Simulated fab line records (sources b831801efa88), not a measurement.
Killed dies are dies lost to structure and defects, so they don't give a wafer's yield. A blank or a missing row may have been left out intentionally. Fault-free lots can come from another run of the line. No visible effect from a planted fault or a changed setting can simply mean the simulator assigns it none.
The tool behind it: which one? -- flow sky130 -- 14 lots with 39 wafers sampled at 2 steps, on a route of 708 steps

== WHAT THE GAUGES READ, wafer by wafer ==
SKY_LDD_P_OVL_MEAS_08.
lot,measured,on,LDD_P_OVL (nm)
L527,day 20 12:52,overlay-02,-0.4 -0.4 1.8
L528,day 20 13:28,overlay-02,-0.4 1.4 0.4
L530,day 21 17:25,overlay-01,-0.4 0.1 -1.3
L529,day 21 18:19,overlay-02,1.7 0.9 -0.7
L532,day 22 01:25,overlay-01,0.0 -0.1 0.3
L536,day 23 11:47,overlay-01,-0.4 1.5 -0.5
L535,day 23 14:35,overlay-01,-1.4 -1.3
L540,day 23 22:16,overlay-01,-0.4 0.4
L539,day 24 04:22,overlay-01,-0.1 -0.6
L544,day 25 22:29,overlay-01,-1.4 0.2 -1.6
L545,day 25 23:49,overlay-01,2.7 1.9 3.9
L547,day 26 07:36,overlay-01,0.2 1.0 1.6
L548,day 26 20:43,overlay-02,3.4 3.4 3.7
L550,day 27 07:17,overlay-02,0.5 0.7 0.9

SKY_LDD_LDN_OVL_MEAS_07.
lot,measured,on,LDD_LDN_OVL (nm)
L527,day 24 08:45,overlay-01,-0.2 1.3 -1.5
L528,day 24 09:57,overlay-01,1.7 -0.3 0.7
L530,day 25 11:38,overlay-01,-0.6 1.7 1.3
L529,day 25 11:51,overlay-01,0.3 2.0 -0.8
L532,day 25 18:11,overlay-01,0.4 0.6 -1.1
L536,day 27 04:45,overlay-01,-0.5 -2.2 -0.7
L535,day 27 07:40,overlay-01,2.4 2.9
L540,day 27 14:42,overlay-01,0.2 0.0
L539,day 27 20:54,overlay-01,-2.0 -0.9
L544,day 29 10:28,overlay-01,0.3 1.4 1.7
L545,day 29 13:08,overlay-02,0.5 0.2 1.3
L547,day 29 19:24,overlay-01,-0.8 2.1 0.6
L548,day 30 08:38,overlay-02,-1.2 -2.1 0.1
L550,day 30 18:30,overlay-02,4.5 1.2 1.9

== WHAT TOOL EACH LOT RAN ON (gives the tool, then ch and the chambers of the sampled wafers, and finally the start) ==
The record holds no process step before these readings.

== AS READ BY THE TOOLS THEMSELVES (means over the sampled wafers that have a number; for cases with no such wafer, the mark the record gives instead) ==
The record holds no such reading with a usual standard deviation.

== THE ANSWER, worked out from the rows above alone ==
Rule: what is usual is taken from the lots themselves. The widest of any qualifying gaps counts: lots, ordered by their means at a reading, are off when they make up no more than a third of the lots, leave a main group of 4 or more, and stand apart from it by 3 or more times the standard deviation of that group's means. If all means in a main group match to the digits the tables above print for the reading, that group is not used. A lot without any number at a reading at which 4 lots or more have one is off too. Where the step has rows for the other lots, those lots are counted as sound. First the gauges in route order, then the tools' own readings, where a lot's mean is used as printed above. The first step at which some lot is off is used, and at that step the reading that is off furthest; a lot without a number counts as furthest.
Across all readings shown, no lot is off: no conclusion can be drawn from this.

== WHAT WAS PUT IN BY THE SIMULATOR ==
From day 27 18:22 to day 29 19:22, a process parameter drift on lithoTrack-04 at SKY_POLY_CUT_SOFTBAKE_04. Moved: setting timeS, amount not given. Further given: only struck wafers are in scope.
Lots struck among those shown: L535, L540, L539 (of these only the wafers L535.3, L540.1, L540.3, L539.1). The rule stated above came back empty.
